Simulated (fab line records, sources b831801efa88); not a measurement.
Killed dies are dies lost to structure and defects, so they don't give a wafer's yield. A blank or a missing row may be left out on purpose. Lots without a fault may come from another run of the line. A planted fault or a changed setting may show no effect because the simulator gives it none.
Split-lot experiment | flow gf180mcu | 5 lots, 23 wafers read, on a route of 602 steps

THE SPLIT
At GF_PSD_DEVELOP_06 (develop time 60 s), the setting dev_temp_c was moved away from the recipe's 23 C on 12 of the 23 wafers read, by -11.1% to +13.0%. The other wafers ran this setting at the recipe's value.

The file shows no step between the split and the reading.

THE READING
cd_nm, in nm, at GF_PSD_CD_MEAS_07 (target cd 400 nm). Fault-free wafers of this fab line usually give 400.9 nm, standard deviation 2.2 nm.

wafer  | tool, chamber at the split | dev_temp_c as run, C | against the recipe | cd_nm, nm | against lot-mates on the recipe
L074.1 | litho_track-01, 0          | 23                   | recipe             | 400.9     | -
L074.2 | litho_track-01, 0          | 21.39                | -7.0%              | 405.3     | +4.0
L074.3 | litho_track-01, 0          | 21.39                | -7.0%              | 405.6     | +4.3
L074.5 | litho_track-01, 0          | 21.39                | -7.0%              | 404.8     | +3.5
L074.6 | litho_track-01, 0          | 23                   | recipe             | 401.7     | -
L076.1 | litho_track-02, 0          | 23                   | recipe             | 404.6     | -
L076.3 | litho_track-02, 0          | 23                   | recipe             | 403.8     | -
L076.6 | litho_track-02, 0          | 23                   | recipe             | 404.4     | -
L080.1 | litho_track-04, 0          | 25.11                | +9.2%              | 389.1     | -7.2
L080.2 | litho_track-04, 0          | 25.11                | +9.2%              | 391.1     | -5.2
L080.3 | litho_track-04, 0          | 25.11                | +9.2%              | 390.3     | -6.1
L080.4 | litho_track-04, 0          | 23                   | recipe             | 395.9     | -
L080.5 | litho_track-04, 0          | 23                   | recipe             | 396.8     | -
L082.1 | litho_track-02, 0          | 20.44                | -11.1%             | 410.5     | +8.9
L082.2 | litho_track-02, 0          | 20.44                | -11.1%             | 410.4     | +8.8
L082.3 | litho_track-02, 0          | 23                   | recipe             | 402.1     | -
L082.4 | litho_track-02, 0          | 23                   | recipe             | 401.1     | -
L082.6 | litho_track-02, 0          | 20.44                | -11.1%             | 410.8     | +9.2
L083.1 | litho_track-01, 0          | 26                   | +13.0%             | 393.0     | -11.9
L083.3 | litho_track-01, 0          | 26                   | +13.0%             | 393.3     | -11.6
L083.4 | litho_track-01, 0          | 26                   | +13.0%             | 391.9     | -13.0
L083.5 | litho_track-01, 0          | 23                   | recipe             | 405.1     | -
L083.6 | litho_track-01, 0          | 23                   | recipe             | 404.7     | -

THE FIT
A straight line over all 23 wafers: cd_nm changes by -0.805 nm for each +1% of dev_temp_c; r = -0.91; the points scatter about the line by 2.8 nm.
The same after taking each lot's own level away (the mean of its wafers on the recipe; 23 wafers): -0.8 nm for each +1%; r = -0.99; scatter 1.1 nm.
On that fit, the largest move of dev_temp_c shifts the reading by 10 nm.
The lots' own levels span 396.35 to 404.90 nm, that is 3.9 times the standard deviation above.
So the lot-to-lot level changes the slope little: the two slopes agree.
Check: with one of the wafers moved furthest among these (+13.0%) left out of the fit, the line predicts -10.5 nm for it against its lot-mates. It came out at -11.9 nm against them.

THE FILE'S OWN FIT
cd_nm changes by -0.803 nm for each +1% of dev_temp_c, r = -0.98.
